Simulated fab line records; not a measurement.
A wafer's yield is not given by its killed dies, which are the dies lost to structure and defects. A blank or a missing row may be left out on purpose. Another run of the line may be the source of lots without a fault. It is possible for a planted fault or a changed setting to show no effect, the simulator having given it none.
The tool behind it: which one? | flow sky130 | 14 lots with 42 wafers sampled at 2 steps, on a route of 708 steps

WHAT THE GAUGES READ, wafer by wafer
SKY_VIA3_CD_MEAS_12: the cd target is 200 nm.
lot  | measured     | on       | cdNm (nm)
L170 | day 39 18:16 | cdSem-01 | 197.0 198.0 197.5
L171 | day 40 05:13 | cdSem-02 | 198.5 201.8 200.1
L173 | day 40 10:12 | cdSem-02 | 199.1 199.2 199.6
L174 | day 41 01:44 | cdSem-02 | 202.8 201.3 201.2
L183 | day 43 09:28 | cdSem-01 | 201.4 199.4 200.2
L184 | day 43 19:08 | cdSem-01 | 199.0 199.5 198.9
L185 | day 44 14:52 | cdSem-01 | 201.5 200.2 199.8
L186 | day 44 16:22 | cdSem-01 | 199.3 197.8 199.3
L188 | day 44 23:04 | cdSem-01 | 200.7 202.1 200.3
L187 | day 45 13:34 | cdSem-01 | 199.8 199.8 199.5
L190 | day 45 13:47 | cdSem-02 | 199.7 199.8 200.2
L189 | day 45 15:13 | cdSem-02 | 200.2 199.8 200.3
L191 | day 45 19:13 | cdSem-02 | 201.3 200.4 200.0
L193 | day 45 22:58 | cdSem-01 | 200.2 200.3 200.2

SKY_VIA3_THK_MEAS_23: measures by xrf.
lot  | measured     | on           | VIA3_W_THK (nm)
L170 | day 39 19:28 | filmMetro-01 | 386 381 381
L171 | day 40 06:20 | filmMetro-03 | 380 380 382
L173 | day 40 11:20 | filmMetro-03 | 383 386 390
L174 | day 41 02:52 | filmMetro-01 | 376 379 377
L183 | day 43 10:37 | filmMetro-01 | 378 379 380
L184 | day 43 20:23 | filmMetro-02 | 381 385 385
L185 | day 44 16:01 | filmMetro-03 | 385 378 378
L186 | day 44 17:31 | filmMetro-01 | 381 385 385
L188 | day 45 00:14 | filmMetro-03 | 384 379 380
L187 | day 45 14:48 | filmMetro-02 | 392 388 390
L190 | day 45 14:55 | filmMetro-01 | 386 379 385
L189 | day 45 16:22 | filmMetro-03 | 380 371 372
L191 | day 45 20:26 | filmMetro-02 | 391 382 392
L193 | day 46 00:08 | filmMetro-03 | 380 383 382

TOOL THAT RAN EACH LOT (tool first, then ch and the chambers of the sampled wafers, then the start)
Record: no process step prior to these readings.

WHAT THE TOOLS THEMSELVES READ (means of the sampled wafers that have a number; where no wafer has one, the mark that the record gives instead)
The record holds no such reading with a usual standard deviation.

THE ANSWER, worked out from the rows above alone
Rule: what is usual is taken from the lots themselves. Put in order of their means at a reading, lots are off if they are a third of the lots or fewer, leave a main group of 4 or more, and stand apart from it by a gap of 3 or more times the standard deviation of the main group's means; of several such gaps the widest counts. If all means in a main group match to the digits the tables above print for the reading, that group is not used. A lot without any number at a reading at which 4 lots or more have one is off too. All remaining lots with rows at the step are treated as sound. First the gauges in route order, then the tools' own readings, where a lot's mean is used as printed above. At the first step where some lot is off, the reading lying furthest off is the one used; lots without a number count as furthest.
No lot is off at any reading shown: from this, nothing can be told.

WHAT WAS PUT IN BY THE SIMULATOR
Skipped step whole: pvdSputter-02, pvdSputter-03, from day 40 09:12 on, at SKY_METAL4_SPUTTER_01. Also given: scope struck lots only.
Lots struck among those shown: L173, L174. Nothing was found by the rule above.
